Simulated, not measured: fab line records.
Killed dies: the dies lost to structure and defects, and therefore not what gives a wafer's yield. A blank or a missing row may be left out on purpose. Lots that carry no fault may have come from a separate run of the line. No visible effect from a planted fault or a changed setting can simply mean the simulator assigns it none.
fab line records	flow sky130
record lots=15	wafers=45	last_day=50
route steps=708 shown METAL1@449 VIA1@482
lots untouched by any fault: they come from a run of this same line in which no faults occurred
start_h: hours from the record's opening day to when the first of the lot's shown wafers began	wait_h: hours from the lot's prior step to this one	" same as the row above	L1.1+2: one row covering several wafers at once	- either no value or no given start	* or withheld: withheld	< > ~ a bound
route shown NAME@n: names a module that has steps shown in the file, with the first one's number in the route	usual: the fault-free wafers' mean and standard deviation	same: alike in all rows	chamber/n: place in a boat	sites: per-site readings	_std_site: how widely they spread, as a standard deviation	_edge_site: mean of outer sites minus mean of inner sites	radius_mm: how far each site lies from the wafer's centre	mask NAME#n: copy n	behind: the last tool/chamber to shape the wafer	hold: why the lot was held/for how many hours/how that ended	device: whichever transistor did not switch (one of n, p or np)	end of line: at the end of the route, the tests of the same wafers	where a step has no rows: the recipe by itself	killed: not the wafer's yield, but the dies lost to structure and defects at the first sort	map: a wafer's dies, marking killed ones x, the rest . and places with no die _
set.NAME: setting as actually run; set.NAME@STEP: the setting as run at that earlier step	model.NAME: the simulator's own value behind a step, which no gauge read
one table for each step of the route and one row for each wafer, over a sample of lots
services: from which hour (start_h, from the record's first day; less than 0 if before it) a tool's chamber was out of use, for how many hours, and why
## steps
# step SKY_METAL1_CD_MEAS_15
# recipe target_cd_nm=140
# usual cd_nm=139.3/1.7
lot.wafer	tool	chamber	start_h	wait_h	cd_nm
L343.3	cd_sem-02	-	765.03	-	137.5
L343.4	"	-	"	"	138.7
L343.6	"	-	"	"	138.7
L344.1	cd_sem-02	-	776.21	-	139.4
L344.3	"	-	"	"	138.1
L344.6	"	-	"	"	139.2
L346.1	cd_sem-02	-	813.79	-	139.0
L346.5	"	-	"	"	139.2
L346.6	"	-	"	"	137.0
L347.1	cd_sem-02	-	816.59	-	137.2
L347.5	"	-	"	"	139.0
L347.6	"	-	"	"	137.4
L348.1	cd_sem-02	-	819.04	-	140.7
L348.3	"	-	"	"	141.8
L348.6	"	-	"	"	141.2
L355.1	cd_sem-02	-	869.94	-	141.3
L355.4	"	-	"	"	141.7
L355.6	"	-	"	"	141.7
L356.1	cd_sem-02	-	878.46	-	137.5
L356.2	"	-	"	"	137.4
L356.3	"	-	"	"	137.2
L357.2	cd_sem-01	-	880.28	-	138.8
L357.4	"	-	"	"	139.5
L357.6	"	-	"	"	139.6
L359.2	cd_sem-02	-	896.86	-	135.3
L359.3	"	-	"	"	136.0
L359.5	"	-	"	"	136.0
L360.1	cd_sem-02	-	900.79	-	139.3
L360.5	"	-	"	"	139.1
L360.6	"	-	"	"	139.0
L361.1	cd_sem-02	-	904.99	-	139.7
L361.4	"	-	"	"	139.4
L361.5	"	-	"	"	138.1
L362.2	cd_sem-01	-	920.01	-	138.5
L362.4	"	-	"	"	136.6
L362.5	"	-	"	"	137.9
L363.1	cd_sem-01	-	925.81	-	139.5
L363.3	"	-	"	"	139.3
L363.6	"	-	"	"	139.9
L364.3	cd_sem-02	-	933.25	-	141.1
L364.4	"	-	"	"	140.6
L364.6	"	-	"	"	140.7
L365.4	cd_sem-01	-	943.30	-	139.1
L365.5	"	-	"	"	140.7
L365.6	"	-	"	"	138.0
# step SKY_METAL1_ETCH_18
# recipe chemistry=N2/H2	target=BARC	ion_energy_ev=200	bias_w=100	pressure_mtorr=30	n2_flow_sccm=100	h2_flow_sccm=200	icp_w=500	stop_on=SiO2	time_s=45.9	target_depth_a=600
# usual drypump_motor_current_A=5.70/0.28	he_backside_leak_sccm=3.5/0.32	oes_product_au=0.855/0.0047	rf_fwd_power_W=494.8/1.6	throttle_valve_pct=13.224/0.0088
lot.wafer	tool	chamber	start_h	wait_h	drypump_motor_current_A	he_backside_leak_sccm	oes_product_au	rf_fwd_power_W	rf_hours_counter_h	throttle_valve_pct
L343.3	rie_metal-02	1	765.20	0.0	5.97	3.2	0.853	494.2	-	13.214
L343.4	"	0	"	"	5.76	3.6	0.851	495.3	-	13.232
L343.6	"	0	"	"	5.76	3.6	0.853	495.0	-	13.205
L344.1	rie_metal-02	0	776.39	0.0	5.77	3.5	0.857	495.4	9	13.226
L344.3	"	0	"	"	5.78	3.4	0.859	494.9	-	13.209
L344.6	"	0	"	"	5.74	3.5	0.854	494.0	-	13.227
L346.1	rie_metal-04	1	813.98	0.0	5.79	3.3	0.856	492.1	8	13.232
L346.5	"	1	"	"	5.79	3.4	0.852	494.0	-	13.222
L346.6	"	0	"	"	5.21	3.7	0.846	496.3	-	13.227
L347.1	rie_metal-02	0	816.78	0.0	5.78	3.5	0.858	492.9	10	13.229
L347.5	"	1	"	"	5.92	3.2	0.855	494.9	-	13.230
L347.6	"	0	"	"	5.80	3.5	0.852	492.9	-	13.229
L348.1	rie_metal-02	0	819.23	0.0	5.79	3.6	0.856	493.1	10	13.223
L348.3	"	1	"	"	5.86	3.3	0.855	493.4	-	13.209
L348.6	"	0	"	"	5.77	3.7	0.858	493.4	-	13.222
L355.1	rie_metal-04	0	870.13	0.0	5.20	3.9	0.854	496.8	14	13.238
L355.4	"	1	"	"	5.79	3.7	0.853	497.5	-	13.223
L355.6	"	0	"	"	5.20	3.6	0.852	496.2	-	13.209
L356.1	rie_metal-02	0	878.64	0.0	5.76	3.7	0.853	494.7	13	13.228
L356.2	"	1	"	"	5.90	3.2	0.858	491.2	6	13.217
L356.3	"	1	"	"	5.92	3.1	0.850	494.3	-	13.222
L357.2	rie_metal-04	1	880.44	0.0	5.80	3.7	0.851	496.1	10	13.229
L357.4	"	0	"	"	5.15	3.7	0.859	494.8	-	13.210
L357.6	"	1	"	"	5.80	3.6	0.854	494.5	-	13.230
L359.2	rie_metal-04	1	897.03	0.0	5.78	3.6	0.859	493.6	10	13.235
L359.3	"	1	"	"	5.77	3.8	0.855	493.5	-	13.238
L359.5	"	0	"	"	5.19	3.6	0.855	496.6	-	13.223
L360.1	rie_metal-04	1	900.98	0.0	5.81	3.5	0.855	495.5	11	13.218
L360.5	"	0	"	"	5.17	3.7	0.850	496.4	-	13.216
L360.6	"	1	"	"	5.80	3.5	0.863	494.9	-	13.223
L361.1	rie_metal-03	1	905.18	0.0	5.71	3.5	0.856	493.6	11	13.224
L361.4	"	1	"	"	5.71	3.3	0.854	492.9	-	13.233
L361.5	"	1	"	"	5.72	3.3	0.854	494.9	-	13.210
L362.2	rie_metal-02	1	920.18	0.0	5.91	3.1	0.857	493.1	7	13.236
L362.4	"	1	"	"	5.92	3.2	0.853	492.4	-	13.222
L362.5	"	0	"	"	5.77	3.6	0.853	493.8	-	13.218
L363.1	rie_metal-02	1	925.99	0.0	5.94	3.1	0.864	492.1	8	13.234
L363.3	"	1	"	"	5.98	3.2	0.860	493.4	-	13.220
L363.6	"	1	"	"	5.94	3.5	0.856	493.5	-	13.222
L364.3	rie_metal-04	1	933.42	0.0	5.81	3.8	0.853	496.6	-	13.216
L364.4	"	0	"	"	5.16	3.7	0.851	495.8	-	13.231
L364.6	"	1	"	"	5.81	3.8	0.854	496.2	-	13.237
L365.4	rie_metal-04	0	943.45	0.0	5.17	3.4	0.854	496.9	-	13.232
L365.5	"	1	"	"	5.81	3.2	0.858	493.7	-	13.223
L365.6	"	0	"	"	5.17	3.7	0.851	496.7	-	13.232
# step SKY_METAL1_STRIP_20
# recipe chemistry=O2/N2	power_w=1400	pressure_mtorr=1500	platen_temp_c=withheld	o2_flow_sccm=3000	n2_flow_sccm=300	overash_fraction=0.5
# usual drypump_motor_current_A=5.6/0.32	oes_product_au=0.344/0.005	strip_time_to_endpoint_s=2.73/0.046
lot.wafer	tool	chamber	start_h	wait_h	drypump_motor_current_A	oes_product_au	rf_hours_counter_h	strip_time_to_endpoint_s
L343.3	plasma_asher-04	1	765.36	0.1	5.6	0.337	-	2.69
L343.4	"	0	"	"	5.3	0.346	-	2.73
L343.6	"	0	"	"	5.3	0.345	-	2.72
L344.1	plasma_asher-01	1	776.55	0.1	5.2	0.342	62	2.72
L344.3	"	0	"	"	5.5	0.355	-	2.72
L344.6	"	0	"	"	5.5	0.349	-	2.70
L346.1	plasma_asher-04	0	814.13	0.1	5.3	0.344	37	2.65
L346.5	"	0	"	"	5.3	0.340	-	2.66
L346.6	"	1	"	"	5.6	0.347	-	2.73
L347.1	plasma_asher-02	0	816.93	0.1	6.0	0.355	106	2.72
L347.5	"	0	"	"	6.0	0.341	-	2.71
L347.6	"	1	"	"	6.1	0.333	-	2.69
L348.1	plasma_asher-02	0	819.38	0.1	6.0	0.348	106	2.75
L348.3	"	1	"	"	6.1	0.342	-	2.73
L348.6	"	0	"	"	6.0	0.354	-	2.75
L355.1	plasma_asher-02	0	870.28	0.1	6.0	0.345	111	2.80
L355.4	"	1	"	"	6.2	0.341	-	2.68
L355.6	"	0	"	"	6.0	0.347	-	2.78
L356.1	plasma_asher-04	0	878.80	0.1	5.3	0.348	44	2.76
L356.2	"	1	"	"	5.6	0.350	44	2.75
L356.3	"	1	"	"	5.6	0.342	-	2.72
L357.2	plasma_asher-04	1	880.60	0.1	5.6	0.350	44	2.69
L357.4	"	1	"	"	5.6	0.346	-	2.77
L357.6	"	1	"	"	5.6	0.334	-	2.67
L359.2	plasma_asher-02	1	897.18	0.1	6.1	0.337	114	2.68
L359.3	"	0	"	"	6.0	0.338	-	2.67
L359.5	"	0	"	"	6.0	0.347	-	2.78
L360.1	plasma_asher-02	0	901.13	0.1	6.0	0.343	114	2.67
L360.5	"	1	"	"	6.1	0.339	-	2.79
L360.6	"	0	"	"	6.0	0.350	-	2.69
L361.1	plasma_asher-04	0	905.33	0.1	5.3	0.345	47	2.80
L361.4	"	1	"	"	5.6	0.350	-	2.80
L361.5	"	1	"	"	5.6	0.347	-	2.77
L362.2	plasma_asher-04	0	920.33	0.1	5.3	0.339	48	2.71
L362.4	"	0	"	"	5.3	0.332	-	2.69
L362.5	"	0	"	"	5.3	0.341	-	2.73
L363.1	plasma_asher-04	0	926.15	0.1	5.3	0.351	49	2.75
L363.3	"	0	"	"	5.3	0.351	-	2.70
L363.6	"	1	"	"	5.6	0.346	-	2.76
L364.3	plasma_asher-04	1	933.58	0.1	5.6	0.339	-	2.66
L364.4	"	0	"	"	5.3	0.347	-	2.72
L364.6	"	0	"	"	5.3	0.341	-	2.68
L365.4	plasma_asher-01	0	943.61	0.1	5.5	0.344	-	2.76
L365.5	"	1	"	"	5.2	0.331	-	2.64
L365.6	"	0	"	"	5.5	0.340	-	2.72
# step SKY_VIA1_CMP_24
# recipe stop_on=SiO2	t_overpolish_s=16.01	down_force_psi=3.5	platen_rpm=60	target_thk_nm=0	pad_velocity_m_s=0.94248
# usual motor_current_A=11.3/0.95	overpolish_run_s=16.010/0.0094	time_to_endpoint_s=65.9/2.9
# same t_overpolish_s=16.01
lot.wafer	tool	chamber	start_h	wait_h	motor_current_A	overpolish_run_s	time_to_endpoint_s
L343.4	cmp-02	2	794.03	0.1	12.0	16.020	69.4
L343.3	"	3	"	"	11.4	16.012	68.2
L343.6	"	2	"	"	12.3	16.001	68.7
L344.3	cmp-01	3	805.31	0.0	10.1	16.014	66.7
L344.1	"	1	"	"	11.2	16.017	72.4
L344.6	"	0	"	"	11.4	15.999	65.7
L346.1	cmp-01	3	842.69	0.2	9.4	0.040	101.7
L346.6	"	0	"	"	11.4	0.036	102.9
L346.5	"	1	"	"	10.5	0.038	104.7
L347.1	cmp-01	3	845.77	0.1	9.4	0.031	106.0
L347.6	"	2	"	"	12.3	0.043	103.3
L347.5	"	3	"	"	9.2	0.035	105.9
L348.3	cmp-01	2	848.58	0.1	12.9	0.044	103.5
L348.1	"	3	"	"	9.9	0.049	104.6
L348.6	"	1	"	"	10.8	0.034	102.0
L355.4	cmp-02	3	898.41	0.1	11.4	16.026	65.9
L355.1	"	1	"	"	10.9	16.006	65.0
L355.6	"	3	"	"	11.3	15.994	65.7
L356.1	cmp-02	0	906.54	0.1	11.7	15.997	66.1
L356.3	"	1	"	"	11.1	16.000	63.2
L356.2	"	3	"	"	11.5	15.996	65.7
L357.4	cmp-02	1	908.62	0.1	11.1	16.019	63.5
L357.2	"	3	"	"	11.0	16.012	64.8
L357.6	"	0	"	"	11.8	16.005	70.5
L359.2	cmp-02	2	924.41	0.2	12.1	16.004	61.8
L359.3	"	3	"	"	11.5	16.009	64.3
L359.5	"	2	"	"	12.3	16.001	63.2
L360.1	cmp-01	2	928.91	0.2	12.7	15.998	65.3
L360.6	"	3	"	"	9.6	16.023	69.0
L360.5	"	0	"	"	11.0	16.022	67.0
L361.1	cmp-01	2	931.83	0.1	12.4	16.016	64.5
L361.4	"	3	"	"	9.5	15.996	63.5
L361.5	"	2	"	"	13.0	16.020	66.9
L362.4	cmp-01	3	947.63	0.1	10.1	16.007	64.1
L362.2	"	0	"	"	11.1	15.989	65.4
L362.5	"	2	"	"	12.2	16.025	62.0
L363.3	cmp-01	3	952.57	0.1	9.8	15.998	67.3
L363.1	"	1	"	"	11.6	16.000	67.7
L363.6	"	2	"	"	12.9	15.995	68.1
L364.3	cmp-02	2	960.03	0.1	12.0	16.023	65.3
L364.4	"	3	"	"	11.6	16.024	66.1
L364.6	"	1	"	"	11.3	15.999	64.8
L365.4	cmp-01	1	970.35	0.1	11.1	16.015	66.5
L365.5	"	3	"	"	9.3	16.012	61.1
L365.6	"	0	"	"	11.4	16.027	66.7
## services
tool	chamber	start_h	hours	kind
cmp-01	-	744.00	4.0	pm
cmp-01	-	746.99	3.1	repair
cmp-01	-	748.00	-	consumable_replace:conditioner
cmp-01	-	748.00	-	consumable_replace:pad
rie_metal-02	1	755.75	7.5	repair
plasma_asher-02	-	757.55	0.7	repair
rie_metal-02	-	771.90	2.8	pm
rie_metal-03	1	802.63	4.2	repair
plasma_asher-01	-	810.50	2.8	pm
rie_metal-04	1	818.79	1.1	repair
cmp-02	-	848.60	5.0	pm
cmp-01	-	880.59	1.3	repair
rie_metal-04	-	907.89	4.0	pm
cmp-02	-	912.37	4.0	pm
plasma_asher-02	-	913.48	23.6	repair
cmp-02	-	914.12	1.3	repair
cmp-02	-	916.37	-	consumable_replace:conditioner
cmp-02	-	916.37	-	consumable_replace:pad
plasma_asher-04	-	955.71	0.8	repair
cmp-01	-	961.76	6.2	pm
plasma_asher-02	-	968.65	28.1	pm
## key
first_sign step=SKY_VIA1_CMP_24	reading=overpolish_run_s	direction=down	sigmas=99+	usual=16.010	struck=0.039
effect step=SKY_VIA1_CMP_24	reading=time_to_endpoint_s	direction=up	sigmas=13	usual=*	struck=*
met_at SKY_VIA1_CMP_24
struck_lots L346,L347,L348
later_rows_left_out L346.1,L346.5,L346.6,L347.1,L347.5,L347.6,L348.1,L348.3,L348.6
sort_left_out L346.1,L346.5,L346.6,L347.1,L347.5,L347.6,L348.1,L348.3,L348.6
not_acting_at SKY_METAL1_CD_MEAS_15,SKY_METAL1_ETCH_18,SKY_METAL1_STRIP_20
onset_between 805.31 842.69
fault kind=process_parameter_drift	tool=cmp-01	chamber=-	onset_h=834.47	steps=SKY_VIA1_CMP_24	channel=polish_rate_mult	offset=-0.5	shape=step	end_h=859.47
# sort_left_out: the simulated sort isn't trusted on such a fault, so these wafers' sort isn't shown, and their yield isn't known
# later_rows_left_out: the simulator's readings of these wafers behind a module that went badly wrong aren't trusted and aren't shown, but for the sort
